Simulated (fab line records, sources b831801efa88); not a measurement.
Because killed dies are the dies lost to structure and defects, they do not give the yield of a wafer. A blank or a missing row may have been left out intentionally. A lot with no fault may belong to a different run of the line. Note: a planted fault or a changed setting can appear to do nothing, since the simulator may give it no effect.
Tool commonality check :: flow sky130 :: Lots sampled 15, wafers sampled 54

WHY IT WAS OPENED
Of 15 lots, 3 have the reading RES_XHIGH_TW flagged at SKY_RES_XHIGH_TW_MEAS_09. Wafers without a fault read 1627, standard deviation 11.
Rule: flag the lot when none of its wafers has a number, or when each of its wafers that has one lies beyond 4 standard deviations from that mean. All remaining lots are regarded as sound.

lot: L532
measured: day 26 18:18
on: filmMetro-04
RES_XHIGH_TW, wafer by wafer: 1610 1605 1607
flag: 

lot: L533
measured: day 27 13:03
on: filmMetro-01
RES_XHIGH_TW, wafer by wafer: 1625 1620 1626
flag: 

lot: L534
measured: day 28 06:17
on: filmMetro-04
RES_XHIGH_TW, wafer by wafer: 1636 1630 1639
flag: 

lot: L537
measured: day 28 22:40
on: filmMetro-04
RES_XHIGH_TW, wafer by wafer: 2891 2877 2884 2873 2874 2887
flag: FLAGGED

lot: L539
measured: day 29 03:33
on: filmMetro-01
RES_XHIGH_TW, wafer by wafer: 2857 2867 2867 2868 2845 2864
flag: FLAGGED

lot: L538
measured: day 29 04:18
on: filmMetro-04
RES_XHIGH_TW, wafer by wafer: 2871 2885 2860 2873 2868 2874
flag: FLAGGED

lot: L540
measured: day 29 17:01
on: filmMetro-04
RES_XHIGH_TW, wafer by wafer: 1642 1637 1643
flag: 

lot: L546
measured: day 32 00:32
on: filmMetro-02
RES_XHIGH_TW, wafer by wafer: 1634 1639 1632
flag: 

lot: L548
measured: day 32 05:41
on: filmMetro-04
RES_XHIGH_TW, wafer by wafer: 1640 1636 1642
flag: 

lot: L549
measured: day 32 11:28
on: filmMetro-01
RES_XHIGH_TW, wafer by wafer: 1618 1631 1630
flag: 

lot: L550
measured: day 33 01:49
on: filmMetro-01
RES_XHIGH_TW, wafer by wafer: 1626 1621 1615
flag: 

lot: L551
measured: day 33 02:45
on: filmMetro-01
RES_XHIGH_TW, wafer by wafer: 1616 1621 1623
flag: 

lot: L553
measured: day 33 17:03
on: filmMetro-02
RES_XHIGH_TW, wafer by wafer: 1635 1628 1642
flag: 

lot: L554
measured: day 34 02:20
on: filmMetro-01
RES_XHIGH_TW, wafer by wafer: 1625 1621 1616
flag: 

lot: L555
measured: day 34 11:05
on: filmMetro-04
RES_XHIGH_TW, wafer by wafer: 1634 1642 1636
flag: 
On average the flagged lots read 2871, which is +1244 against the usual, or +99 or more standard deviations.

TOOL THAT RAN EACH LOT
The record keeps 1 process step preceding the reading, out of 708 steps on the route. Read each cell as the tool, then ch plus the chambers that the sampled wafers visited, then the start.
lot: L532
flag: 
SKY_SD_P_COAT_02: lithoTrack-01 ch 0, day 24 22:45

lot: L533
flag: 
SKY_SD_P_COAT_02: lithoTrack-04 ch 0, day 25 17:20

lot: L534
flag: 
SKY_SD_P_COAT_02: lithoTrack-04 ch 0, day 26 10:41

lot: L537
flag: FLAGGED
SKY_SD_P_COAT_02: lithoTrack-04, day 27 03:48

lot: L539
flag: FLAGGED
SKY_SD_P_COAT_02: lithoTrack-04, day 27 08:53

lot: L538
flag: FLAGGED
SKY_SD_P_COAT_02: lithoTrack-04, day 27 09:27

lot: L540
flag: 
SKY_SD_P_COAT_02: lithoTrack-04 ch 0, day 27 21:42

lot: L546
flag: 
SKY_SD_P_COAT_02: lithoTrack-04 ch 0, day 30 07:11

lot: L548
flag: 
SKY_SD_P_COAT_02: lithoTrack-02 ch 0, day 30 11:35

lot: L549
flag: 
SKY_SD_P_COAT_02: lithoTrack-04 ch 0, day 30 18:29

lot: L550
flag: 
SKY_SD_P_COAT_02: lithoTrack-04 ch 0, day 31 08:35

lot: L551
flag: 
SKY_SD_P_COAT_02: lithoTrack-04 ch 0, day 31 09:08

lot: L553
flag: 
SKY_SD_P_COAT_02: lithoTrack-01 ch 0, day 32 01:21

lot: L554
flag: 
SKY_SD_P_COAT_02: lithoTrack-04 ch 0, day 32 10:24

lot: L555
flag: 
SKY_SD_P_COAT_02: lithoTrack-02 ch 0, day 32 18:07
What the steps here do:
- SKY_SD_P_COAT_02: resist thk 1140 nm.
- SKY_RES_XHIGH_TW_MEAS_09

FLAGGED AGAINST TOTAL, ONE TOOL AT A TIME (gauges that did the reading follow at the end)
step: SKY_SD_P_COAT_02
tool: lithoTrack-01
lots run: 2
flagged: 0
share of the flagged lots: none
sound lots run after its first flagged lot: -

step: SKY_SD_P_COAT_02
tool: lithoTrack-02
lots run: 2
flagged: 0
share of the flagged lots: none
sound lots run after its first flagged lot: -

step: SKY_SD_P_COAT_02
tool: lithoTrack-04
lots run: 11
flagged: 3
share of the flagged lots: all
sound lots run after its first flagged lot: 6 (L540,L546,L549,L550,L551,L554)

step: SKY_RES_XHIGH_TW_MEAS_09
tool: filmMetro-01
lots run: 6
flagged: 1
share of the flagged lots: some
sound lots run after its first flagged lot: 4 (L549,L550,L551,L554)

step: SKY_RES_XHIGH_TW_MEAS_09
tool: filmMetro-02
lots run: 2
flagged: 0
share of the flagged lots: none
sound lots run after its first flagged lot: -

step: SKY_RES_XHIGH_TW_MEAS_09
tool: filmMetro-04
lots run: 7
flagged: 2
share of the flagged lots: some
sound lots run after its first flagged lot: 3 (L540,L548,L555)

WHAT THE TABLE ALLOWS
Rows of the table that ran each flagged lot: 1, that is lithoTrack-04 at SKY_SD_P_COAT_02.
- lithoTrack-04 at SKY_SD_P_COAT_02: 3 of its 11 lots flagged. Sound lots followed the first flagged one (L540, L546, L549, L550, L551, L554) on it, something a lasting fault affecting the whole tool could not allow. On the flagged lots its readings are blank where sound lots have values: chillPlateTempC, dispensePressureKPa.
Not one row of the table ran every flagged lot while running no sound lot after the first.

WHAT THE SIMULATOR HAD INSERTED
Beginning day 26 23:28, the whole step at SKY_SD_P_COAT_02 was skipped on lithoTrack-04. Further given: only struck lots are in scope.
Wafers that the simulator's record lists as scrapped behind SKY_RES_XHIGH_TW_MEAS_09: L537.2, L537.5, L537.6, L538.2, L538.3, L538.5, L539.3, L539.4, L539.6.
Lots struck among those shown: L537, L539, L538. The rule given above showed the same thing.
